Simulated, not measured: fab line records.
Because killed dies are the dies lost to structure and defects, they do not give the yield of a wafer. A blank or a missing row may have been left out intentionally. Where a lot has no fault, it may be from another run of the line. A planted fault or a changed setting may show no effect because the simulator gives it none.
Struck lot and sound lot, side by side || flow sky130 || 26 steps out of a route of 708
Sound: these wafers, L366.1, L366.5, L366.6. The struck wafers were L378.3, L378.4, L378.6. The cause is given at the end.
At each step with rows: each side's tool, then ch and its chambers, then its first start. Under that, the readings that differ: sound wafers || struck wafers || difference of the means || sigmas: that difference in standard deviations of wafers without a fault.
alike: a reading whose means differ by less than 2 such deviations, as well as words and numbers matching on both sides. not compared: withheld readings; readings where some wafer has no value; bounds like >300 that might hide an equal value; numbers whose values overlap and for which the record gives no deviation.
Wherever a step has rows on one side only, a row that says differs or no value, or a row with sigmas, the two part there. Numbers that don't overlap but have no deviation are shown without sigmas and don't part them. A reading missing from all wafers of one side parts the sides only when that side holds two or more wafers.

first, 3 steps without rows for these wafers: SKY_FIELD_ISO_WET_ETCH_30 (etches SiO2 in dHF, target depth 25 nm, time 50 s); SKY_NWELL_CLEAN_00 (cleans in SC1/SC2, time 150 s); SKY_NWELL_OXIDATION_01 (stabilise 600 s, purge 300 s, target thk 10 nm).
SKY_NWELL_THK_MEAS_02:
  sound: film-metro-04 at day 2 22:11; struck: film-metro-02 at day 5 12:48
  alike: NWELL_OXIDATION_THK
then, 8 steps without rows for these wafers: SKY_DNWELL_DEHYDRATE_00 (time 60 s); SKY_DNWELL_HMDS_01 (prime time 60 s); SKY_DNWELL_COAT_02 (resist thk 3000 nm); SKY_DNWELL_SOFTBAKE_03; SKY_DNWELL_EXPOSE_04 (exposes mask DNM, target cd 3000 nm); SKY_DNWELL_PEB_05; SKY_DNWELL_DEVELOP_06 (develop time 60 s); SKY_DNWELL_IMPLANT_07.
SKY_DNWELL_STRIP_08: strips in O2/N2.
  sound on plasma-asher-02 ch 0,1, day 3 14:16; struck on plasma-asher-04 ch 0,1, day 6 06:43
  no value came back on the struck wafers for chamber-pressure-mTorr (mTorr), drypump-motor-current-A (A), oes-product-au (a.u.), strip-time-to-endpoint-s (s); on the sound wafers chamber-pressure-mTorr (mTorr) reads 1499.7 1500.1 1498.7
{"reading": "model.coat_of_DNWELL_COAT_02.thk-nm (nm)", "sound": "0 0 0", "struck": "2979 2986 2993", "difference": "+2986", "sigmas": ""}
  not compared: rf-hours-counter-h
SKY_DNWELL_TW_MEAS_09:
  sound: film-metro-04 at day 3 14:22; struck: film-metro-02 at day 6 06:51
  alike: DNWELL_TW
then, 7 steps without rows for these wafers: SKY_PWDE_DEHYDRATE_00 (time 60 s); SKY_PWDE_HMDS_01 (prime time 60 s); SKY_PWDE_COAT_02 (resist thk 3000 nm); SKY_PWDE_SOFTBAKE_03; SKY_PWDE_EXPOSE_04 (exposes mask PWDEM, target cd 840 nm); SKY_PWDE_PEB_05; SKY_PWDE_DEVELOP_06 (develop time 60 s).
SKY_PWDE_OVL_MEAS_07:
  sound: overlay-02 at day 4 06:57; struck: overlay-02 at day 7 00:58
  alike: PWDE_OVL
after that, 1 step had no rows for these wafers: SKY_PWDE_IMPLANT_08.
SKY_PWDE_STRIP_09: strips in O2/N2.
  sound on plasma-asher-04 ch 0,1, day 4 07:08; struck on plasma-asher-03 ch 0,1, day 7 01:10
{"reading": "oes-product-au (a.u.)", "sound": "0.722 0.717 0.724", "struck": "0.740 0.738 0.742", "difference": "+0.019", "sigmas": "+4"}
{"reading": "strip-time-to-endpoint-s (s)", "sound": "36.92 36.89 36.89", "struck": "80.75 80.92 80.87", "difference": "+43.95", "sigmas": "+99 or more"}
  alike: chamber-pressure-mTorr, drypump-motor-current-A
  not compared: rf-hours-counter-h
SKY_PWDE_TW_MEAS_10:
  sound: film-metro-04 at day 4 07:14; struck: film-metro-04 at day 7 01:16
{"reading": "PWDE_TW", "sound": "379.1 377.2 379.0", "struck": "30.3 30.3 30.2", "difference": -348.2, "sigmas": "-99 or more"}
then, 1 step without rows for these wafers: SKY_NWELL_DEHYDRATE_03 (time 60 s).

## WHERE THEY PART
At SKY_DNWELL_STRIP_08 first; at SKY_PWDE_TW_MEAS_10 last (within this record only).

WHY: what had been put in by the simulator
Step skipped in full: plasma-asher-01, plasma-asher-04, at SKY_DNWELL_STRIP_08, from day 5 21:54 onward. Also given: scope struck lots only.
